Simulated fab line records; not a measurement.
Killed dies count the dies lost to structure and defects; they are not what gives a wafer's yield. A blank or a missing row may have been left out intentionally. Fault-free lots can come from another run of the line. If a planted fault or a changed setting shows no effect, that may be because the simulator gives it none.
Which tool is to blame? | flow sky130 | Sampling: 12 lots, 36 wafers, 2 of 708 route steps

## WHAT EACH GAUGE READ, for each wafer
SKY_VIA4_BOW_MEAS_03. Usual: VIA4_BOW gives 79 um (standard deviation 8.9).
lot  | measured     | on            | VIA4_BOW (um) | flag
L940 | day 41 12:10 | film_metro-04 | 67 85 75      |
L941 | day 41 14:10 | film_metro-04 | 78 78 76      |
L942 | day 42 06:40 | film_metro-04 | 76 57 64      |
L944 | day 42 18:11 | film_metro-03 | 67 72 70      |
L950 | day 45 09:55 | film_metro-04 | 79 81 76      |
L953 | day 45 17:13 | film_metro-03 | 72 69 70      |
L952 | day 45 18:07 | film_metro-03 | 86 95 62      |
L956 | day 46 04:27 | film_metro-04 | 77 86 75      |
L959 | day 46 18:19 | film_metro-01 | 79 73 74      |
L960 | day 47 06:35 | film_metro-03 | 85 76 76      |
L961 | day 47 08:03 | film_metro-04 | 70 79 78      |
L962 | day 47 11:35 | film_metro-04 | 92 100 99     |

## WHICH TOOL RAN EACH LOT (tool, then ch and the chambers of the sampled wafers, then the start)
lot  | SKY_METAL4_SPUTTER_04
L940 | pvd_sputter-04, day 39 09:01
L941 | pvd_sputter-01, day 39 11:37
L942 | pvd_sputter-04, day 40 04:16
L944 | pvd_sputter-04, day 40 17:02
L950 | pvd_sputter-01, day 43 11:23
L953 | pvd_sputter-02, day 43 19:28
L952 | pvd_sputter-01, day 43 20:07
L956 | pvd_sputter-02, day 44 08:11
L959 | pvd_sputter-04, day 44 23:16
L960 | pvd_sputter-02, day 45 09:17
L961 | pvd_sputter-02, day 45 12:53
L962 | pvd_sputter-02, day 45 15:22
- SKY_METAL4_SPUTTER_04: material TiN, target thk 70 nm, time 58.3 s.

## WHAT THE TOOLS THEMSELVES READ (means of the sampled wafers that have a number; where no wafer has one, the mark that the record gives instead)
SKY_METAL4_SPUTTER_04. Usual: throttle_valve_pct reads 29.8 % (standard deviation 0.88).
lot  | tool           | throttle_valve_pct (%) | flag
L940 | pvd_sputter-04 | 29.2                   |
L941 | pvd_sputter-01 | 30.2                   |
L942 | pvd_sputter-04 | 29.4                   |
L944 | pvd_sputter-04 | 29.3                   |
L950 | pvd_sputter-01 | 29.3                   |
L953 | pvd_sputter-02 | 30.6                   |
L952 | pvd_sputter-01 | 29.9                   |
L956 | pvd_sputter-02 | 30.1                   |
L959 | pvd_sputter-04 | 28.6                   |
L960 | pvd_sputter-02 | 29.8                   |
L961 | pvd_sputter-02 | 30.2                   |
L962 | pvd_sputter-02 | 30.2                   |

## THE ANSWER, worked out from the rows above alone
Rule: a lot is off if the mean of its wafers that have a number lies more than 3 standard deviations from the usual mean. Also off: a lot with no number at a reading for which 4 or more lots have one. The other lots that the step has rows for count as sound. First the gauges in route order, then the tools' own readings, where a lot's mean is used as printed above. The first step at which some lot is off is used, and at that step the reading that is off furthest; a lot without a number counts as furthest.
None of the lots is off at any reading shown; this tells nothing.

## WHAT THE SIMULATOR PUT IN
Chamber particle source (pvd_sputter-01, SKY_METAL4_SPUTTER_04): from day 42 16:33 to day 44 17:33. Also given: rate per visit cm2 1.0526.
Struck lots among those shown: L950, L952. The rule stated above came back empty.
